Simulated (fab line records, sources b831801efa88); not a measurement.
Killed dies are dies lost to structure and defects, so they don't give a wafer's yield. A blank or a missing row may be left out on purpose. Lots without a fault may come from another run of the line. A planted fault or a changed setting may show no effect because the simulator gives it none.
One fault seen from 2 desks | flow sky130 | each desk has only its own numbers; what lay behind them comes last

THE METROLOGY DESK
What the gauges read, lot by lot, whatever tool the lot ran on: means of the sampled wafers that have a number. A lot is out of limits, marked OUT, if its mean lies more than 4 standard deviations from the usual mean; the brackets give that distance.
Columns: A = METAL2_ALCU_THK at SKY_METAL2_THK_MEAS_06, usual 247 nm
lot  | first seen here | A
L809 | day 34 03:48    | 252
L811 | day 35 00:42    | 245
L814 | day 36 03:23    | 248
L815 | day 36 10:49    | 245
L821 | day 38 13:53    | 249
L823 | day 38 21:18    | 246
L825 | day 39 12:24    | 252
L826 | day 39 21:38    | 247
L827 | day 40 02:02    | 250
L828 | day 40 08:42    | 243
This desk's finding: nothing out of limits on any of the 10 lots.

THE TOOL OWNER'S DESK: rie_metal-02
The tool's own readings at SKY_METAL2_ETCH_18 (etches BARC in N2/H2, stops on SiO2, time 45.9 s, target depth 60 nm): means of the sampled wafers that have a number, for each lot that ran on this tool. A lot is out of limits, marked OUT, if its mean lies more than 4 standard deviations from the usual mean; the brackets give that distance.
Columns: A = drypump_motor_current_A at SKY_METAL2_ETCH_18, usual 5.6 A; B = he_backside_leak_sccm at SKY_METAL2_ETCH_18, usual 3.31 sccm; C = oes_product_au at SKY_METAL2_ETCH_18, usual 0.854 a.u.; D = rf_fwd_power_W at SKY_METAL2_ETCH_18, usual 495.5 W; E = throttle_valve_pct at SKY_METAL2_ETCH_18, usual 13.225 %
lot  | first seen here | A   | B    | C     | D     | E
L809 | day 35 06:29    | 5.4 | 3.23 | 0.851 | 493.8 | 13.222
L811 | day 36 02:40    | 5.6 | 3.28 | 0.854 | 493.6 | 13.216
L814 | day 37 05:34    | 5.6 | 3.36 | 0.856 | 495.0 | 13.226
L821 | day 39 14:44    | 5.2 | 3.46 | 0.856 | 495.5 | 13.220
L823 | day 39 22:00    | 5.2 | 3.39 | 0.854 | 495.9 | 13.221
L825 | day 40 13:28    | 5.6 | 3.34 | 0.857 | 494.2 | 13.230
This desk's finding: nothing out of limits on any of the 6 lots.

PUT TOGETHER
The metrology desk saw nothing out of limits.
The tool owner's desk saw nothing out of limits.

WHAT THE SIMULATOR HAD PUT IN
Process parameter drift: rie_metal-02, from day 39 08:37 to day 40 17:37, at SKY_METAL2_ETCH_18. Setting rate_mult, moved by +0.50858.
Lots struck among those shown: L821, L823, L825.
